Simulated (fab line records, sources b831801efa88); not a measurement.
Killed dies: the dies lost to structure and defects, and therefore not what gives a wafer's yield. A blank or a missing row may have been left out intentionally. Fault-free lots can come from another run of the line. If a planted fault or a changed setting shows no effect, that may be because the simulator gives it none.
Chamber matching || flow sky130 || pecvd-02 running SKY_PASSIVATION_CVD_00: 3 sister chambers
The step deposits SiO2, target thk 90 nm. 14 wafers are shown with their chamber, then 7 later ones without.

WAFERS, EACH WITH ITS CHAMBER
{"wafer": "L079.1", "chamber": 0, "heater_power_w (W)": 746}
{"wafer": "L079.3", "chamber": 0, "heater_power_w (W)": 747}
{"wafer": "L079.6", "chamber": 1, "heater_power_w (W)": 701}
{"wafer": "L083.1", "chamber": 0, "heater_power_w (W)": 665}
{"wafer": "L083.5", "chamber": 2, "heater_power_w (W)": 595}
{"wafer": "L083.6", "chamber": 1, "heater_power_w (W)": 707}
{"wafer": "L085.1", "chamber": 0, "heater_power_w (W)": 646}
{"wafer": "L085.2", "chamber": 1, "heater_power_w (W)": 617}
{"wafer": "L085.3", "chamber": 2, "heater_power_w (W)": 529}
{"wafer": "L088.2", "chamber": 0, "heater_power_w (W)": 673}
{"wafer": "L088.3", "chamber": 1, "heater_power_w (W)": 647}
{"wafer": "L088.5", "chamber": 0, "heater_power_w (W)": 687}
{"wafer": "L090.1", "chamber": 1, "heater_power_w (W)": 735}
{"wafer": "L090.2", "chamber": 2, "heater_power_w (W)": 583}

SIGNATURES (averages over the wafers above)
{"reading": "heater_power_w", "chamber 0": 694.00, "chamber 1": 681.40, "chamber 2": 569.00, "scatter within a chamber": 43.6}
Rule: for each reading, subtract the chamber's mean from the wafer's reading, divide by that reading's scatter and square the result; add these up over the readings and take the root, which gives the wafer's distance from the chamber. If the next closest chamber is less than 2 further off than the closest, the wafer can't be placed; otherwise it belongs to the closest. The scatter: the root of (the sum of the squares of (reading less its chamber's mean) over the shown wafers, divided by (wafers less chambers)).

WAFERS WITH NO CHAMBER GIVEN
{"wafer": "L090.3", "heater_power_w (W)": 754}
{"wafer": "L095.1", "heater_power_w (W)": 592}
{"wafer": "L095.4", "heater_power_w (W)": 704}
{"wafer": "L095.6", "heater_power_w (W)": 598}
{"wafer": "L097.1", "heater_power_w (W)": 583}
{"wafer": "L097.3", "heater_power_w (W)": 676}
{"wafer": "L097.5", "heater_power_w (W)": 677}

WHICH CHAMBER EACH ONE RAN IN
{"wafer": "L090.3", "from the rows above": "can't be placed: 0 or 1", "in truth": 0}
{"wafer": "L095.1", "from the rows above": "can't be placed: 2 or 1 or 0", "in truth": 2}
{"wafer": "L095.4", "from the rows above": "can't be placed: 0 or 1", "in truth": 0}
{"wafer": "L095.6", "from the rows above": "can't be placed: 2 or 1 or 0", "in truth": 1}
{"wafer": "L097.1", "from the rows above": "can't be placed: 2 or 1", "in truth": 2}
{"wafer": "L097.3", "from the rows above": "can't be placed: 1 or 0", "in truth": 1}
{"wafer": "L097.5", "from the rows above": "can't be placed: 1 or 0", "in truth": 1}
Placed correctly: 0 of 7. Unplaceable from these rows: 7, with the true chamber sitting among the candidates in 7. Number placed wrongly: 0.
